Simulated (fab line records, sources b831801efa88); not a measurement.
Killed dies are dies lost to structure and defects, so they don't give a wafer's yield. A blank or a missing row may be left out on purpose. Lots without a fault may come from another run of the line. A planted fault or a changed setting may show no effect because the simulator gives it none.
Which tool did it? | flow gf180mcu | 11 lots, 33 wafers sampled, at 3 steps of a route of 602

WHAT THE GAUGES READ, wafer by wafer
GF_M1_OVL_MEAS_15.
lot  | measured     | on         | M1_OVL (nm)
L765 | day 16 18:14 | overlay-02 | 2 5 2
L768 | day 18 00:23 | overlay-01 | -2 7 0
L769 | day 18 10:49 | overlay-02 | 7 6 7
L771 | day 19 13:16 | overlay-02 | -2 -3 3
L772 | day 19 21:17 | overlay-01 | 1 -5 0
L773 | day 20 03:23 | overlay-01 | -4 6 8
L782 | day 23 09:05 | overlay-02 | 5 8 7
L783 | day 23 23:01 | overlay-01 | 0 -2 -5
L784 | day 24 04:41 | overlay-01 | -4 -4 1
L786 | day 24 17:37 | overlay-01 | -6 1 -2
L787 | day 25 00:38 | overlay-01 | 5 7 3

GF_V1_THK_MEAS_03.
lot  | measured     | on            | V1_CVD_02_THK (nm)
L765 | day 16 19:11 | film_metro-01 | 848 855 855
L768 | day 18 01:16 | film_metro-03 | 836 846 844
L769 | day 18 11:43 | film_metro-02 | 819 833 840
L771 | day 19 14:11 | film_metro-02 | 862 849 858
L772 | day 19 22:11 | film_metro-03 | 840 849 860
L773 | day 20 04:17 | film_metro-03 | 846 862 854
L782 | day 23 09:59 | film_metro-03 | 908 915 924
L783 | day 23 23:56 | film_metro-03 | 928 918 931
L784 | day 24 05:34 | film_metro-02 | 847 853 845
L786 | day 24 18:31 | film_metro-03 | 850 841 855
L787 | day 25 01:31 | film_metro-01 | 831 860 851

WHICH TOOL RAN EACH LOT (tool, then ch and the chambers of the sampled wafers, then the start)
lot  | GF_V1_CVD_02
L765 | pecvd-03 ch 0,2, day 16 19:07
L768 | pecvd-02 ch 0,1, day 18 01:11
L769 | pecvd-02 ch 0,1, day 18 11:39
L771 | pecvd-03 ch 0,1,2, day 19 14:07
L772 | pecvd-04 ch 0,2, day 19 22:07
L773 | pecvd-03 ch 1,2, day 20 04:13
L782 | pecvd-02 ch 0,1, day 23 09:53
L783 | pecvd-02 ch 0,1, day 23 23:52
L784 | pecvd-03 ch 0,1,2, day 24 05:30
L786 | pecvd-03 ch 0,2, day 24 18:26
L787 | pecvd-04 ch 0,1,2, day 25 01:27
- GF_V1_CVD_02: deposits SiO2 from TEOS, target thk 850 nm, time 94.851 s.

WHAT THE TOOLS THEMSELVES READ (means of the sampled wafers that have a number; where no wafer has one, the mark that the record gives instead)
GF_V1_CVD_02.
lot  | tool     | heater_power_w (W) | run_length_s (s)
L765 | pecvd-03 | 700                | 122.8
L768 | pecvd-02 | 611                | 122.7
L769 | pecvd-02 | 615                | 122.7
L771 | pecvd-03 | 653                | 122.7
L772 | pecvd-04 | 624                | 122.6
L773 | pecvd-03 | 630                | 122.6
L782 | pecvd-02 | 595                | 131.7
L783 | pecvd-02 | 677                | 131.7
L784 | pecvd-03 | 700                | 122.4
L786 | pecvd-03 | 698                | 122.6
L787 | pecvd-04 | 682                | 122.3

THE ANSWER, worked out from the rows above alone
Rule: what is usual is taken from the lots themselves. Put in order of their means at a reading, lots are off if they are a third of the lots or fewer, leave a main group of 4 or more, and stand apart from it by a gap of 3 or more times the standard deviation of the main group's means; of several such gaps the widest counts. A main group whose means are all the same, to the digits that the tables above print for the reading, isn't used. A lot without any number at a reading at which 4 lots or more have one is off too. The other lots that the step has rows for count as sound. The gauges are gone through in route order, then the tools' own readings, and for those a lot's mean is taken as printed above. The first step at which some lot is off is used, and at that step the reading that is off furthest; a lot without a number counts as furthest.
Off: L782, L783, at GF_V1_THK_MEAS_03 (V1_CVD_02_THK). The main group: mean 848 nm, standard deviation 7.2.
A tool fits if, at a process step before that reading, it ran every lot that is off, and no sound lot after the first of them. The gauges at GF_V1_THK_MEAS_03 aren't tried: what is off there is off at GF_V1_CVD_02 too, on other tools, and a gauge's error can't cause that. One fits: pecvd-02 at GF_V1_CVD_02. Its last sound lot is L769 (day 18 11:39), its first lot that is off L782 (day 23 09:53): a fault that began between those two fits.
The tool's own readings at GF_V1_CVD_02 bear it out: on the lots that are off they differ by more than 5 times the standard deviation of the sound lots' means. run_length_s reads 131.7 s there against 122.6 s on the sound lots.

WHAT THE SIMULATOR HAD PUT IN
Process parameter drift: pecvd-02, from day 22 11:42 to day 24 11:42, at GF_V1_CVD_02. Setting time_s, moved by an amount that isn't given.
Lots struck among those shown: L782, L783. The rule above found the same.
